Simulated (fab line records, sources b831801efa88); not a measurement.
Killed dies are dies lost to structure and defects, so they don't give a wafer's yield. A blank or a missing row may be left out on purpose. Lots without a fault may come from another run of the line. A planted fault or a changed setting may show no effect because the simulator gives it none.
Which tool did it? | flow gf180mcu | 24 lots, 72 wafers sampled, at 4 steps of a route of 602

WHAT THE GAUGES READ, wafer by wafer
GF_SALICIDE_RS_MEAS_04: measures by four-point-probe.
lot  | measured     | on            | SALICIDE_TIN_RS (ohm/sq)
L074 | day 15 10:43 | film_metro-02 | 16.76 16.76 16.59
L075 | day 15 17:39 | film_metro-02 | 16.38 16.50 16.11
L076 | day 16 04:25 | film_metro-03 | 16.47 16.17 16.50
L077 | day 16 07:25 | film_metro-04 | 16.19 16.21 16.06
L078 | day 16 12:10 | film_metro-04 | 16.22 16.58 16.51
L079 | day 16 20:44 | film_metro-04 | 16.05 16.04 15.97
L080 | day 17 01:33 | film_metro-03 | 16.11 16.11 16.16
L081 | day 17 18:34 | film_metro-04 | 16.57 16.84 16.64
L082 | day 18 04:36 | film_metro-04 | 16.44 16.23 16.57
L083 | day 18 09:25 | film_metro-02 | 16.46 15.92 16.08
L084 | day 18 19:28 | film_metro-02 | 16.05 15.94 15.93
L085 | day 19 03:26 | film_metro-04 | 15.93 16.00 15.96
L086 | day 19 17:06 | film_metro-03 | 15.93 15.96 15.94
L087 | day 20 05:52 | film_metro-04 | 16.62 16.59 16.50
L088 | day 20 12:45 | film_metro-04 | 15.98 16.50 16.04
L089 | day 20 15:31 | film_metro-04 | 16.23 16.30 16.62
L090 | day 21 03:08 | film_metro-04 | 16.61 16.66 16.58
L091 | day 21 10:58 | film_metro-03 | 16.24 16.55 16.44
L092 | day 21 19:39 | film_metro-02 | 15.92 16.15 16.05
L093 | day 21 22:42 | film_metro-04 | 16.03 16.39 16.09
L094 | day 22 05:13 | film_metro-04 | 16.57 16.60 16.54
L095 | day 22 12:29 | film_metro-04 | 16.13 15.98 16.03
L096 | day 22 22:45 | film_metro-03 | 16.07 16.21 16.12
L097 | day 23 04:19 | film_metro-02 | 15.83 15.87 15.90

GF_M4_OVL_MEAS_15.
lot  | measured     | on         | M4_OVL (nm)
L074 | day 23 15:09 | overlay-02 | 0 9 4
L075 | day 24 00:17 | overlay-02 | -1 4 6
L076 | day 24 10:46 | overlay-02 | 6 4 10
L077 | day 24 13:16 | overlay-01 | -1 0 0
L078 | day 24 17:32 | overlay-02 | 9 11 3
L079 | day 25 01:23 | overlay-01 | -7 -4 -8
L080 | day 25 06:07 | overlay-01 | -7 -1 -1
L081 | day 26 00:10 | overlay-02 | 4 2 5
L082 | day 26 08:43 | overlay-02 | -4 -4 2
L083 | day 26 13:43 | overlay-01 | -8 -3 -3
L084 | day 26 22:34 | overlay-02 | -7 -5 -6
L085 | day 27 03:28 | overlay-01 | 4 2 -1
L086 | day 27 13:46 | overlay-01 | -2 3 1
L087 | day 27 23:52 | overlay-01 | 2 4 5
L088 | day 28 07:43 | overlay-01 | -6 -2 2
L089 | day 28 10:59 | overlay-02 | -1 -8 -3
L090 | day 28 18:10 | overlay-01 | 7 11 5
L091 | day 29 02:57 | overlay-01 | 4 7 -3
L092 | day 29 07:25 | overlay-02 | 2 6 0
L093 | day 29 10:49 | overlay-02 | 0 -2 2
L094 | day 29 17:13 | overlay-02 | 1 2 5
L095 | day 29 23:05 | overlay-01 | 1 -6 -9
L096 | day 30 09:16 | overlay-02 | 6 7 13
L097 | day 30 10:20 | overlay-02 | -8 -3 -9

WHICH TOOL RAN EACH LOT (tool, then ch and the chambers of the sampled wafers, then the start)
lot  | GF_STI_ETCH_13                    | GF_M2_SPUTTER_01
L074 | rie_diel-04 ch 0,2,3, day 2 05:10 | pvd_sputter-04, day 18 10:38
L075 | rie_diel-01 ch 0,1,2, day 2 08:40 | pvd_sputter-02, day 18 19:26
L076 | rie_diel-03 ch 1,2, day 2 12:30   | pvd_sputter-03, day 19 07:50
L077 | rie_diel-04 ch 1,3, day 2 18:45   | pvd_sputter-04, day 19 11:52
L078 | rie_diel-03 ch 0,1,3, day 2 22:16 | pvd_sputter-02, day 19 14:58
L079 | rie_diel-03 ch 0,1,2, day 3 04:30 | pvd_sputter-02, day 20 00:28
L080 | rie_diel-01 ch 0,1, day 3 08:52   | pvd_sputter-04, day 20 05:32
L081 | rie_diel-01 ch 0,1,3, day 3 12:52 | pvd_sputter-02, day 21 00:58
L082 | rie_diel-04 ch 0,1,3, day 3 19:45 | pvd_sputter-04, day 21 11:14
L083 | rie_diel-01 ch 0,2,3, day 3 23:34 | pvd_sputter-03, day 21 16:07
L084 | rie_diel-01 ch 1,2, day 4 04:58   | pvd_sputter-04, day 22 01:46
L085 | rie_diel-01 ch 0,2, day 4 11:43   | pvd_sputter-03, day 22 08:45
L086 | rie_diel-04 ch 0,2,3, day 4 15:10 | pvd_sputter-02, day 22 21:47
L087 | rie_diel-01 ch 0,3, day 4 21:06   | pvd_sputter-02, day 23 09:41
L088 | rie_diel-03 ch 0,1, day 5 01:43   | pvd_sputter-04, day 23 16:13
L089 | rie_diel-04 ch 0,2, day 5 06:27   | pvd_sputter-04, day 23 20:19
L090 | rie_diel-03 ch 0,1,2, day 5 13:51 | pvd_sputter-02, day 24 06:10
L091 | rie_diel-01 ch 1,2,3, day 5 19:46 | pvd_sputter-04, day 24 12:53
L092 | rie_diel-03 ch 0,1,3, day 5 23:51 | pvd_sputter-04, day 24 20:32
L093 | rie_diel-01 ch 0,1,3, day 6 04:03 | pvd_sputter-03, day 24 23:44
L094 | rie_diel-01 ch 0,3, day 6 10:07   | pvd_sputter-02, day 25 06:41
L095 | rie_diel-04 ch 1,3, day 6 13:37   | pvd_sputter-02, day 25 12:40
L096 | rie_diel-04 ch 0,2,3, day 6 18:13 | pvd_sputter-04, day 25 22:28
L097 | rie_diel-03 ch 1,2,3, day 7 01:13 | pvd_sputter-04, day 26 03:26
- GF_STI_ETCH_13: etches the open film in CHF3/O2, stops on Si, target depth 282.31 nm, time 112.9 s.
- GF_M2_SPUTTER_01: material TiN, target thk 30 nm, time 25 s.

WHAT THE TOOLS THEMSELVES READ (means of the sampled wafers that have a number; where no wafer has one, the mark that the record gives instead)
GF_STI_ETCH_13.
lot  | tool        | bias_w (W) | drypump_motor_current_A (A) | oes_product_au (a.u.) | throttle_valve_pct (%)
L074 | rie_diel-04 | 199.8      | 5.1                         | 0.824                 | 8.811
L075 | rie_diel-01 | 200.3      | 5.9                         | 0.831                 | 8.806
L076 | rie_diel-03 | 200.0      | 5.8                         | 0.834                 | 8.819
L077 | rie_diel-04 | 200.3      | 5.2                         | 0.838                 | 8.805
L078 | rie_diel-03 | 200.3      | 6.3                         | 0.831                 | 8.814
L079 | rie_diel-03 | 199.5      | 5.8                         | 0.834                 | 8.809
L080 | rie_diel-01 | 199.5      | 5.5                         | 0.835                 | 8.811
L081 | rie_diel-01 | 200.1      | 5.5                         | 0.835                 | 8.808
L082 | rie_diel-04 | 199.7      | 5.0                         | 0.839                 | 8.818
L083 | rie_diel-01 | 200.5      | 6.0                         | 0.838                 | 8.815
L084 | rie_diel-01 | 200.0      | 5.8                         | 0.837                 | 8.811
L085 | rie_diel-01 | 200.5      | 6.0                         | 0.836                 | 8.806
L086 | rie_diel-04 | 199.9      | 5.1                         | 0.836                 | 8.815
L087 | rie_diel-01 | 199.9      | 5.6                         | 0.838                 | 8.815
L088 | rie_diel-03 | 200.0      | 6.4                         | 0.828                 | 8.809
L089 | rie_diel-04 | 198.8      | 5.3                         | 0.838                 | 8.813
L090 | rie_diel-03 | 200.7      | 5.8                         | 0.827                 | 8.802
L091 | rie_diel-01 | 200.2      | 5.9                         | 0.826                 | 8.807
L092 | rie_diel-03 | 200.1      | 6.2                         | 0.828                 | 8.806
L093 | rie_diel-01 | 200.0      | 5.5                         | 0.839                 | 8.807
L094 | rie_diel-01 | 199.7      | 5.6                         | 0.839                 | 8.807
L095 | rie_diel-04 | 199.9      | 5.0                         | 0.834                 | 8.812
L096 | rie_diel-04 | 199.9      | 5.1                         | 0.840                 | 8.817
L097 | rie_diel-03 | 199.9      | 5.7                         | 0.831                 | 8.811

GF_M2_SPUTTER_01.
lot  | tool           | cathode_dc_power_W (W) | throttle_valve_pct (%)
L074 | pvd_sputter-04 | 6500.2                 | 29.8
L075 | pvd_sputter-02 | 6500.0                 | 30.4
L076 | pvd_sputter-03 | 6499.4                 | 30.2
L077 | pvd_sputter-04 | 6499.9                 | 29.9
L078 | pvd_sputter-02 | 6500.8                 | 30.5
L079 | pvd_sputter-02 | 6500.3                 | 30.7
L080 | pvd_sputter-04 | 6499.6                 | 30.9
L081 | pvd_sputter-02 | 6500.0                 | 30.6
L082 | pvd_sputter-04 | 6500.2                 | 30.1
L083 | pvd_sputter-03 | 6500.4                 | 30.9
L084 | pvd_sputter-04 | 6500.9                 | 29.8
L085 | pvd_sputter-03 | 6499.6                 | 31.0
L086 | pvd_sputter-02 | 6499.8                 | 30.5
L087 | pvd_sputter-02 | 6499.2                 | 30.5
L088 | pvd_sputter-04 | 6498.1                 | 29.9
L089 | pvd_sputter-04 | 6500.3                 | 29.9
L090 | pvd_sputter-02 | 6501.1                 | 30.4
L091 | pvd_sputter-04 | 6500.7                 | 29.3
L092 | pvd_sputter-04 | 6500.9                 | 29.6
L093 | pvd_sputter-03 | 6499.1                 | 31.0
L094 | pvd_sputter-02 | 6500.2                 | 30.5
L095 | pvd_sputter-02 | 6499.1                 | 30.5
L096 | pvd_sputter-04 | 6501.2                 | 29.8
L097 | pvd_sputter-04 | 6500.6                 | 30.3

THE ANSWER, worked out from the rows above alone
Rule: what is usual is taken from the lots themselves. Put in order of their means at a reading, lots are off if they are a third of the lots or fewer, leave a main group of 4 or more, and stand apart from it by a gap of 3 or more times the standard deviation of the main group's means; of several such gaps the widest counts. A main group whose means are all the same, to the digits that the tables above print for the reading, isn't used. A lot without any number at a reading at which 4 lots or more have one is off too. The other lots that the step has rows for count as sound. The gauges are gone through in route order, then the tools' own readings, and for those a lot's mean is taken as printed above. The first step at which some lot is off is used, and at that step the reading that is off furthest; a lot without a number counts as furthest.
No lot is off at any reading shown: from this, nothing can be told.

WHAT THE SIMULATOR HAD PUT IN
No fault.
